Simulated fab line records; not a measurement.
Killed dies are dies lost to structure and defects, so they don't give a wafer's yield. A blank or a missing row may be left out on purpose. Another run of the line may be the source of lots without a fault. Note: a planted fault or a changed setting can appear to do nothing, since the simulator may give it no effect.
fab line records    flow gf180mcu    part 1 of 2: steps 1 to 26 of 36
record lots=5  wafers=15  last-day=34
route steps=602 shown HV_LDD@229 NSD@235 PSD@248 SAB@264
lots that met no fault: from a run of the same line without faults
start-h: hours from the record's opening day to when the first of the lot's shown wafers began    wait-h: hours elapsed since this lot's preceding step    " the same as in the row above    L1.1+2: one row covering several wafers at once    - either no value or no given start    * or withheld: withheld    < > ~ a bound
route shown NAME@n: NAME is a module with steps in the file, n the number in the route of the first one    usual: mean/standard deviation taken from wafers without a fault    same: alike in all rows    chamber/n: place in a boat    sites: the reading at each site    _std_site: standard deviation across them    _edge_site: outer sites' mean less inner sites'    radius-mm: how far each site lies from the wafer's centre    mask NAME#n: copy n    behind: the most recent tool/chamber to have shaped the wafer    hold: reason for holding the lot/hours on hold/outcome of the hold    device: names the non-switching transistor (n, p or np)    end of line: at the end of the route, the tests of the same wafers    for a step that has no rows: nothing shown but its recipe    killed: count of dies lost to structure and defects at first sort (not the wafer's yield)    map: a wafer's dies, x killed, . not, _ none there
set.NAME: setting as actually run; set.NAME@STEP: the setting as run at that earlier step    model.NAME: the simulator's own value behind a step, which no gauge read
a table for each step, a row for each wafer; lots at some steps of the route
services: the hour from which a tool's chamber was out of use, counted from the record's first day as start-h (under 0 if before that day), plus the number of hours and why
## steps
# step GF_HV_LDD_RS_MEAS_53
# recipe thk-meas-gauge=four-point-probe
# usual HV_LDD_RS=418.1/0.98
lot.wafer  tool           chamber  start-h  wait-h  HV_LDD_RS[ohm/sq]
L078.2     film-metro-02  -        305.59   0.1     418.2
L078.4     "              -        "        "       419.3
L078.5     "              -        "        "       419.4
L082.1     film-metro-01  -        339.56   0.1     417.9
L082.2     "              -        "        "       419.0
L082.5     "              -        "        "       417.8
L088.1     film-metro-01  -        386.52   0.1     417.4
L088.5     "              -        "        "       417.7
L088.6     "              -        "        "       418.2
L090.1     film-metro-01  -        402.42   0.1     416.7
L090.2     "              -        "        "       417.0
L090.4     "              -        "        "       417.2
L097.2     film-metro-01  -        455.89   0.1     418.3
L097.4     "              -        "        "       417.9
L097.5     "              -        "        "       417.5
# step GF_HV_LDD_CVD_54
# recipe material=SiO2  target-thk-nm=10  precursor=TEOS  temp-c=680  time-s=75  pressure-mtorr=400
# usual spike-tc-upper-C=680.0/1.2  zone-power-bottom-pct=16.5/0.94  zone-power-centre-pct=12.04/0.19  zone-power-top-pct=23.9/0.9
lot.wafer  tool      chamber  start-h  wait-h  spike-tc-upper-C  zone-power-bottom-pct  zone-power-centre-pct  zone-power-top-pct
L078.2     lpcvd-01  0        305.69   0.1     678.9             16.6                   11.82                  22.7
L078.4     "         0        "        "       681.0             16.7                   11.98                  22.7
L078.5     "         0        "        "       679.6             16.9                   11.72                  23.4
L082.1     lpcvd-01  1        339.68   0.1     679.6             17.4                   12.08                  23.1
L082.2     "         1        "        "       680.9             17.2                   12.00                  23.5
L082.5     "         1        "        "       680.9             17.7                   12.12                  23.8
L088.1     lpcvd-01  0        386.64   0.1     679.0             16.7                   12.06                  22.9
L088.5     "         0        "        "       679.6             17.0                   11.74                  22.8
L088.6     "         0        "        "       680.2             16.9                   11.84                  23.4
L090.1     lpcvd-01  1        402.54   0.1     681.9             17.4                   12.27                  23.3
L090.2     "         1        "        "       679.9             17.6                   11.79                  23.5
L090.4     "         1        "        "       680.8             17.2                   11.99                  23.6
L097.2     lpcvd-01  0        455.99   0.1     680.5             16.8                   12.05                  23.0
L097.4     "         0        "        "       680.2             17.0                   11.72                  22.5
L097.5     "         0        "        "       679.4             16.7                   11.92                  23.3
# step GF_HV_LDD_THK_MEAS_55
# recipe reads=SiO2_of_HV_LDD_CVD_54
# usual HV_LDD_CVD_54_THK=9.99/0.15
lot.wafer  tool           chamber  start-h  wait-h  HV_LDD_CVD_54_THK[nm]
L078.2     film-metro-04  -        306.73   0.0     10.00
L078.4     "              -        "        "       10.04
L078.5     "              -        "        "       9.98
L082.1     film-metro-01  -        341.23   0.0     10.07
L082.2     "              -        "        "       9.89
L082.5     "              -        "        "       10.09
L088.1     film-metro-01  -        388.17   0.0     10.14
L088.5     "              -        "        "       10.04
L088.6     "              -        "        "       10.06
L090.1     film-metro-01  -        403.56   0.0     10.16
L090.2     "              -        "        "       10.08
L090.4     "              -        "        "       10.20
L097.2     film-metro-02  -        457.02   0.0     9.87
L097.4     "              -        "        "       10.03
L097.5     "              -        "        "       10.03
# step GF_HV_LDD_CVD_56
# recipe material=Si3N4  precursor=DCS/NH3  target-thk-nm=90  temp-c=770  time-s=1543  pressure-mtorr=250
# usual spike-tc-upper-C=770.2/1.1  zone-power-bottom-pct=21.4/0.85  zone-power-centre-pct=15.18/0.2  zone-power-top-pct=28.9/1.2
lot.wafer  tool      chamber  start-h  wait-h  spike-tc-upper-C  zone-power-bottom-pct  zone-power-centre-pct  zone-power-top-pct
L078.2     lpcvd-01  1        306.78   0.0     769.3             21.9                   15.54                  28.4
L078.4     "         1        "        "       770.9             22.3                   15.33                  28.2
L078.5     "         1        "        "       770.5             22.1                   14.94                  28.3
L082.1     lpcvd-02  0        341.29   0.1     769.7             20.7                   15.28                  29.8
L082.2     "         0        "        "       770.2             20.9                   15.10                  30.5
L082.5     "         0        "        "       768.4             21.2                   15.00                  30.3
L088.1     lpcvd-01  1        388.23   0.1     771.6             22.2                   15.31                  28.4
L088.5     "         1        "        "       768.7             22.7                   15.14                  28.6
L088.6     "         1        "        "       767.7             22.0                   15.04                  28.2
L090.1     lpcvd-02  0        403.62   0.1     768.5             20.9                   15.28                  29.9
L090.2     "         0        "        "       769.3             20.9                   14.83                  29.8
L090.4     "         0        "        "       770.3             20.6                   15.31                  30.6
L097.2     lpcvd-02  0        457.07   0.0     770.7             20.8                   15.23                  30.5
L097.4     "         0        "        "       770.9             20.9                   15.06                  30.1
L097.5     "         0        "        "       768.5             20.7                   15.21                  30.2
# step GF_HV_LDD_THK_MEAS_57
# recipe reads=Si3N4_of_HV_LDD_CVD_56
# usual HV_LDD_CVD_56_THK=89.7/0.91
lot.wafer  tool           chamber  start-h  wait-h  HV_LDD_CVD_56_THK[nm]
L078.2     film-metro-01  -        308.21   0.0     90.1
L078.4     "              -        "        "       89.8
L078.5     "              -        "        "       89.9
L082.1     film-metro-02  -        342.72   0.0     88.0
L082.2     "              -        "        "       88.6
L082.5     "              -        "        "       88.5
L088.1     film-metro-01  -        390.37   0.0     90.7
L088.5     "              -        "        "       89.9
L088.6     "              -        "        "       90.0
L090.1     film-metro-04  -        405.05   0.0     89.6
L090.2     "              -        "        "       89.6
L090.4     "              -        "        "       89.7
L097.2     film-metro-02  -        458.51   0.0     89.8
L097.4     "              -        "        "       89.4
L097.5     "              -        "        "       89.6
# step GF_HV_LDD_ETCHBACK_58
# recipe chemistry=CH3F/O2  target=Si3N4  stop-on=SiO2  source-w=400  bias-w=80  pressure-mtorr=25  ch3f-flow-sccm=40  O2_flow_sccm=30  time-s=100  target-depth-a=900
# usual drypump-motor-current-A=6.0/0.36  oes-product-au=0.841/0.0067  rf-fwd-power-W=397.3/1.3  throttle-valve-pct=10.561/0.0085
lot.wafer  tool         chamber  start-h  wait-h  drypump-motor-current-A  oes-product-au  rf-fwd-power-W  rf-hours-counter-h  throttle-valve-pct
L078.2     rie-diel-03  2        308.26   0.0     5.9                      0.841           396.1           56                  10.554
L078.4     "            3        "        "       6.3                      0.838           393.4           74                  10.559
L078.5     "            3        "        "       6.3                      0.839           394.4           -                   10.571
L082.1     rie-diel-04  1        342.78   0.1     5.9                      0.826           399.2           35                  10.562
L082.2     "            0        "        "       6.4                      0.832           395.7           72                  10.570
L082.5     "            0        "        "       6.4                      0.834           398.5           -                   10.553
L088.1     rie-diel-03  3        390.43   0.1     6.3                      0.837           396.3           76                  10.560
L088.5     "            3        "        "       6.3                      0.846           397.0           -                   10.567
L088.6     "            2        "        "       5.9                      0.845           396.4           -                   10.567
L090.1     rie-diel-04  1        405.11   0.1     5.9                      0.838           398.7           36                  10.559
L090.2     "            0        "        "       6.4                      0.844           394.9           74                  10.564
L090.4     "            2        "        "       5.5                      0.843           398.4           14                  10.548
L097.2     rie-diel-03  3        458.56   0.0     6.3                      0.843           397.4           78                  10.548
L097.4     "            2        "        "       5.9                      0.827           394.8           60                  10.550
L097.5     "            1        "        "       5.6                      0.844           398.5           -                   10.557
# step GF_NSD_DEHYDRATE_00
# recipe temp-c=200  time-s=60
# usual heater-power-total-W=160.37/0.13
lot.wafer  tool            chamber  start-h  wait-h  heater-power-total-W
L078.2     litho-track-04  0        318.55   10.3    160.48
L078.4     "               0        "        "       160.21
L078.5     "               0        "        "       160.56
L082.1     litho-track-03  0        352.69   9.9     160.47
L082.2     "               0        "        "       160.36
L082.5     "               0        "        "       160.34
L088.1     litho-track-01  0        401.49   11.0    160.26
L088.5     "               0        "        "       160.23
L088.6     "               0        "        "       160.40
L090.1     litho-track-04  0        416.28   11.1    160.44
L090.2     "               0        "        "       160.18
L090.4     "               0        "        "       160.34
L097.2     litho-track-04  0        469.85   11.3    160.23
L097.4     "               0        "        "       160.31
L097.5     "               0        "        "       160.39
# step GF_NSD_HMDS_01
# recipe prime-time-s=60  prime-temp-c=120
lot.wafer   tool            chamber  start-h  wait-h
L078.2+4+5  litho-track-04  0        318.70   0.1
L082.1+2+5  litho-track-03  0        352.84   0.1
L088.1+5+6  litho-track-01  0        401.64   0.1
L090.1+2+4  litho-track-04  0        416.43   0.1
L097.2+4+5  litho-track-04  0        470.00   0.1
# step GF_NSD_COAT_02
# recipe resist=NOVOLAK  spin-rpm=3000  resist-thk-nm=1000
lot.wafer   tool            chamber  start-h  wait-h
L078.2+4+5  litho-track-04  0        318.85   0.1
L082.1+2+5  litho-track-03  0        352.99   0.1
L088.1+5+6  litho-track-01  0        401.79   0.1
L090.1+2+4  litho-track-04  0        416.58   0.1
L097.2+4+5  litho-track-04  0        470.15   0.1
# step GF_NSD_SOFTBAKE_03
# recipe temp-c=90  time-s=60  resist=NOVOLAK
# usual heater-power-total-W=56.59/0.047
lot.wafer  tool            chamber  start-h  wait-h  heater-power-total-W
L078.2     litho-track-04  0        319.00   0.1     56.62
L078.4     "               0        "        "       56.59
L078.5     "               0        "        "       56.57
L082.1     litho-track-03  0        353.14   0.1     56.67
L082.2     "               0        "        "       56.59
L082.5     "               0        "        "       56.58
L088.1     litho-track-01  0        401.94   0.1     56.66
L088.5     "               0        "        "       56.63
L088.6     "               0        "        "       56.63
L090.1     litho-track-04  0        416.73   0.1     56.58
L090.2     "               0        "        "       56.65
L090.4     "               0        "        "       56.62
L097.2     litho-track-04  0        470.30   0.1     56.60
L097.4     "               0        "        "       56.56
L097.5     "               0        "        "       56.54
# step GF_NSD_EXPOSE_04
# recipe mask-id=Nplus  target-cd-nm=400  na=0.6  source-shape=conventional  sigma-outer=0.6  dose-mj=140
# usual focus-offset-nm=0.0/0.49
lot.wafer  tool              chamber  start-h  wait-h  mask     focus-offset-nm
L078.2     iline-stepper-02  0        -        -       Nplus#0  0.2
L078.4     "                 0        "        "       Nplus#0  -0.4
L078.5     "                 0        "        "       Nplus#0  -0.1
L082.1     iline-stepper-01  0        -        -       Nplus#0  -0.2
L082.2     "                 0        "        "       Nplus#0  0.4
L082.5     "                 0        "        "       Nplus#0  -0.2
L088.1     iline-stepper-02  0        -        -       Nplus#0  -0.5
L088.5     "                 0        "        "       Nplus#0  0.1
L088.6     "                 0        "        "       Nplus#0  -0.1
L090.1     iline-stepper-01  0        -        -       Nplus#0  -0.2
L090.2     "                 0        "        "       Nplus#0  -0.1
L090.4     "                 0        "        "       Nplus#0  0.3
L097.2     iline-stepper-02  0        -        -       Nplus#0  -0.6
L097.4     "                 0        "        "       Nplus#0  -0.7
L097.5     "                 0        "        "       Nplus#0  0.0
# step GF_NSD_PEB_05
# recipe temp-c=withheld  time-s=*  resist=NOVOLAK
lot.wafer   tool            chamber  start-h  wait-h
L078.2+4+5  litho-track-01  0        -        -
L082.1+2+5  litho-track-04  0        -        -
L088.1+5+6  litho-track-01  0        -        -
L090.1+2+4  litho-track-03  0        -        -
L097.2+4+5  litho-track-04  0        -        -
# step GF_NSD_DEVELOP_06
# recipe develop-time-s=60  dev-temp-c=23
# usual developer-temp-C=22.99/0.1
# same develop-time-s=60
lot.wafer  tool            chamber  start-h  wait-h  developer-temp-C
L078.2     litho-track-01  0        329.16   0.1     22.74
L078.4     "               0        "        "       22.93
L078.5     "               0        "        "       22.73
L082.1     litho-track-04  0        364.13   0.1     22.88
L082.2     "               0        "        "       22.90
L082.5     "               0        "        "       22.90
L088.1     litho-track-01  0        413.44   0.1     22.90
L088.5     "               0        "        "       22.95
L088.6     "               0        "        "       22.91
L090.1     litho-track-03  0        428.24   0.1     23.02
L090.2     "               0        "        "       22.92
L090.4     "               0        "        "       22.94
L097.2     litho-track-04  0        482.05   0.1     23.09
L097.4     "               0        "        "       23.00
L097.5     "               0        "        "       23.19
# step GF_NSD_CD_MEAS_07
# recipe target-cd-nm=400
# usual cd-nm=399.4/2.4
lot.wafer  tool       chamber  start-h  wait-h  cd-nm
L078.2     cd-sem-01  -        329.42   0.2     401.7
L078.4     "          -        "        "       401.0
L078.5     "          -        "        "       400.0
L082.1     cd-sem-02  -        364.28   0.1     397.9
L082.2     "          -        "        "       401.3
L082.5     "          -        "        "       397.8
L088.1     cd-sem-01  -        413.59   0.1     397.5
L088.5     "          -        "        "       400.0
L088.6     "          -        "        "       397.0
L090.1     cd-sem-01  -        428.39   0.1     399.1
L090.2     "          -        "        "       396.0
L090.4     "          -        "        "       400.2
L097.2     cd-sem-02  -        482.20   0.1     397.8
L097.4     "          -        "        "       397.9
L097.5     "          -        "        "       397.2
# step GF_NSD_OVL_MEAS_08
# usual NSD_OVL=0.9/1.4
lot.wafer  tool        chamber  start-h  wait-h  NSD_OVL[nm]
L078.2     overlay-01  -        329.52   0.1     1.3
L078.4     "           -        "        "       2.0
L078.5     "           -        "        "       4.5
L082.1     overlay-01  -        364.40   0.1     -2.0
L082.2     "           -        "        "       0.8
L082.5     "           -        "        "       -0.4
L088.1     overlay-01  -        413.71   0.1     0.6
L088.5     "           -        "        "       0.1
L088.6     "           -        "        "       0.7
L090.1     overlay-02  -        428.51   0.1     0.5
L090.2     "           -        "        "       0.2
L090.4     "           -        "        "       -2.7
L097.2     overlay-01  -        482.30   0.1     -0.4
L097.4     "           -        "        "       1.7
L097.5     "           -        "        "       0.5
# step GF_NSD_IMPLANT_09
# recipe species=As  energy-kev=60  dose-cm2=4e+15  tilt-deg=7
# usual beam-on-s=20.1/0.87
lot.wafer  tool          chamber  start-h  wait-h  beam-on-s
L078.2     implanter-04  0        329.58   0.0     19.2
L078.4     "             0        "        "       18.5
L078.5     "             0        "        "       18.9
L082.1     implanter-02  0        364.43   0.0     19.2
L082.2     "             0        "        "       20.2
L082.5     "             0        "        "       20.0
L088.1     implanter-02  0        413.74   0.0     20.4
L088.5     "             0        "        "       20.5
L088.6     "             0        "        "       19.6
L090.1     implanter-03  0        428.55   0.0     20.8
L090.2     "             0        "        "       20.7
L090.4     "             0        "        "       20.6
L097.2     implanter-03  0        482.36   0.0     21.7
L097.4     "             0        "        "       20.8
L097.5     "             0        "        "       20.8
# step GF_NSD_IMPLANT_10
# recipe species=P  energy-kev=40  dose-cm2=5e+14  tilt-deg=7
# usual beam-on-s=10.02/0.19
lot.wafer  tool          chamber  start-h  wait-h  beam-on-s
L078.2     implanter-04  0        329.73   0.1     9.75
L078.4     "             0        "        "       10.32
L078.5     "             0        "        "       10.14
L082.1     implanter-02  0        364.58   0.1     9.94
L082.2     "             0        "        "       10.22
L082.5     "             0        "        "       10.23
L088.1     implanter-02  0        413.89   0.1     10.38
L088.5     "             0        "        "       9.92
L088.6     "             0        "        "       9.82
L090.1     implanter-03  0        428.70   0.1     9.94
L090.2     "             0        "        "       10.12
L090.4     "             0        "        "       9.85
L097.2     implanter-03  0        482.51   0.1     9.46
L097.4     "             0        "        "       9.92
L097.5     "             0        "        "       10.16
# step GF_NSD_STRIP_11
# recipe chemistry=O2/N2  power-w=1400  pressure-mtorr=1500  platen-temp-c=250  o2-flow-sccm=3000  n2-flow-sccm=300  overash-fraction=0.5
# usual drypump-motor-current-A=5.7/0.74  heater-power-w=340/52  n2-flow-sccm=300.0/0.84  oes-product-au=0.487/0.0051  strip-time-to-endpoint-s=22.97/0.04
lot.wafer  tool             chamber  start-h  wait-h  drypump-motor-current-A  heater-power-w  n2-flow-sccm  oes-product-au  rf-hours-counter-h  strip-time-to-endpoint-s
L078.2     plasma-asher-04  0        329.85   0.1     5.4                      318             300.5         0.489           18                  22.99
L078.4     "                1        "        "       6.0                      387             301.7         0.488           -                   22.98
L078.5     "                1        "        "       6.0                      388             301.0         0.480           -                   23.03
L082.1     plasma-asher-01  0        364.73   0.1     6.6                      410             299.7         0.478           74                  23.01
L082.2     "                1        "        "       4.6                      329             300.2         0.492           74                  23.00
L082.5     "                0        "        "       6.6                      407             299.7         0.494           -                   23.01
L088.1     plasma-asher-01  0        414.04   0.1     6.6                      409             301.3         0.492           79                  22.95
L088.5     "                1        "        "       4.6                      324             299.4         0.489           -                   22.97
L088.6     "                0        "        "       6.6                      418             300.4         0.484           -                   22.92
L090.1     plasma-asher-03  1        428.85   0.1     6.1                      299             299.3         0.480           80                  23.03
L090.2     "                0        "        "       6.0                      266             299.4         0.478           80                  23.02
L090.4     "                1        "        "       6.1                      292             299.1         0.490           -                   22.98
L097.2     plasma-asher-01  1        482.63   0.1     4.6                      305             300.8         0.484           5                   23.06
L097.4     "                1        "        "       4.7                      297             300.6         0.484           -                   23.00
L097.5     "                0        "        "       6.6                      398             301.1         0.494           -                   22.99
# step GF_NSD_TW_MEAS_12
# usual NSD_TW=4220/38
lot.wafer  tool           chamber  start-h  wait-h  NSD_TW
L078.2     film-metro-03  -        329.96   0.1     4189
L078.4     "              -        "        "       4183
L078.5     "              -        "        "       4188
L082.1     film-metro-03  -        364.83   0.1     4189
L082.2     "              -        "        "       4193
L082.5     "              -        "        "       4200
L088.1     film-metro-01  -        414.14   0.1     4173
L088.5     "              -        "        "       4202
L088.6     "              -        "        "       4179
L090.1     film-metro-02  -        428.95   0.1     4250
L090.2     "              -        "        "       4251
L090.4     "              -        "        "       4254
L097.2     film-metro-03  -        482.74   0.1     4176
L097.4     "              -        "        "       4210
L097.5     "              -        "        "       4183
# step GF_PSD_DEHYDRATE_00
# recipe temp-c=200  time-s=60
# usual heater-power-total-W=160.38/0.13
lot.wafer  tool            chamber  start-h  wait-h  heater-power-total-W
L078.2     litho-track-02  0        339.95   10.0    160.24
L078.4     "               0        "        "       160.62
L078.5     "               0        "        "       160.32
L082.1     litho-track-02  0        375.42   10.6    160.17
L082.2     "               0        "        "       160.28
L082.5     "               0        "        "       160.43
L088.1     litho-track-02  0        425.47   11.3    160.61
L088.5     "               0        "        "       160.50
L088.6     "               0        "        "       160.40
L090.1     litho-track-01  0        440.54   11.6    160.50
L090.2     "               0        "        "       160.61
L090.4     "               0        "        "       160.59
L097.2     litho-track-04  0        494.45   11.7    160.30
L097.4     "               0        "        "       160.38
L097.5     "               0        "        "       160.42
# step GF_PSD_HMDS_01
# recipe prime-time-s=60  prime-temp-c=120
lot.wafer   tool            chamber  start-h  wait-h
L078.2+4+5  litho-track-02  0        340.10   0.1
L082.1+2+5  litho-track-02  0        375.57   0.1
L088.1+5+6  litho-track-02  0        425.62   0.1
L090.1+2+4  litho-track-01  0        440.69   0.1
L097.2+4+5  litho-track-04  0        494.60   0.1
# step GF_PSD_COAT_02
# recipe resist=NOVOLAK  spin-rpm=3000  resist-thk-nm=1000
lot.wafer   tool            chamber  start-h  wait-h
L078.2+4+5  litho-track-02  0        340.25   0.1
L082.1+2+5  litho-track-02  0        375.72   0.1
L088.1+5+6  litho-track-02  0        425.77   0.1
L090.1+2+4  litho-track-01  0        440.84   0.1
L097.2+4+5  litho-track-04  0        494.75   0.1
# step GF_PSD_SOFTBAKE_03
# recipe temp-c=90  time-s=60  resist=NOVOLAK
# usual heater-power-total-W=56.59/0.048
lot.wafer  tool            chamber  start-h  wait-h  heater-power-total-W
L078.2     litho-track-02  0        340.40   0.1     56.49
L078.4     "               0        "        "       56.58
L078.5     "               0        "        "       56.57
L082.1     litho-track-02  0        375.87   0.1     56.53
L082.2     "               0        "        "       56.53
L082.5     "               0        "        "       56.59
L088.1     litho-track-02  0        425.92   0.1     56.56
L088.5     "               0        "        "       56.61
L088.6     "               0        "        "       56.60
L090.1     litho-track-01  0        440.99   0.1     56.63
L090.2     "               0        "        "       56.68
L090.4     "               0        "        "       56.54
L097.2     litho-track-04  0        494.90   0.1     56.58
L097.4     "               0        "        "       56.60
L097.5     "               0        "        "       56.59
# step GF_PSD_EXPOSE_04
# recipe mask-id=Pplus  target-cd-nm=400  na=0.6  source-shape=conventional  sigma-outer=0.6  dose-mj=140
# usual focus-offset-nm=0.0/0.55
lot.wafer  tool              chamber  start-h  wait-h  mask     focus-offset-nm
L078.2     iline-stepper-01  0        -        -       Pplus#0  0.7
L078.4     "                 0        "        "       Pplus#0  0.6
L078.5     "                 0        "        "       Pplus#0  0.4
L082.1     iline-stepper-02  0        -        -       Pplus#0  0.0
L082.2     "                 0        "        "       Pplus#0  -0.4
L082.5     "                 0        "        "       Pplus#0  0.6
L088.1     iline-stepper-01  0        -        -       Pplus#0  -0.3
L088.5     "                 0        "        "       Pplus#0  0.2
L088.6     "                 0        "        "       Pplus#0  0.6
L090.1     iline-stepper-02  0        -        -       Pplus#0  0.5
L090.2     "                 0        "        "       Pplus#0  -0.2
L090.4     "                 0        "        "       Pplus#0  -0.4
L097.2     iline-stepper-01  0        -        -       Pplus#0  -0.1
L097.4     "                 0        "        "       Pplus#0  -0.2
L097.5     "                 0        "        "       Pplus#0  0.1
# step GF_PSD_PEB_05
# recipe temp-c=withheld  time-s=*  resist=NOVOLAK
lot.wafer   tool            chamber  start-h  wait-h
L078.2+4+5  litho-track-02  0        -        -
L082.1+2+5  litho-track-02  0        -        -
L088.1+5+6  litho-track-02  0        -        -
L090.1+2+4  litho-track-02  0        -        -
L097.2+4+5  litho-track-02  0        -        -
# step GF_PSD_DEVELOP_06
# recipe develop-time-s=60  dev-temp-c=23
# usual developer-temp-C=22.99/0.1
# same develop-time-s=60
lot.wafer  tool            chamber  start-h  wait-h  developer-temp-C
L078.2     litho-track-02  0        350.85   0.1     23.00
L078.4     "               0        "        "       22.95
L078.5     "               0        "        "       22.95
L082.1     litho-track-02  0        386.62   0.1     22.98
L082.2     "               0        "        "       23.12
L082.5     "               0        "        "       23.15
L088.1     litho-track-02  0        438.32   0.1     22.97
L088.5     "               0        "        "       22.96
L088.6     "               0        "        "       23.21
L090.1     litho-track-02  0        453.12   0.1     23.02
L090.2     "               0        "        "       23.08
L090.4     "               0        "        "       23.08
L097.2     litho-track-02  0        506.50   0.1     23.17
L097.4     "               0        "        "       23.12
L097.5     "               0        "        "       23.24
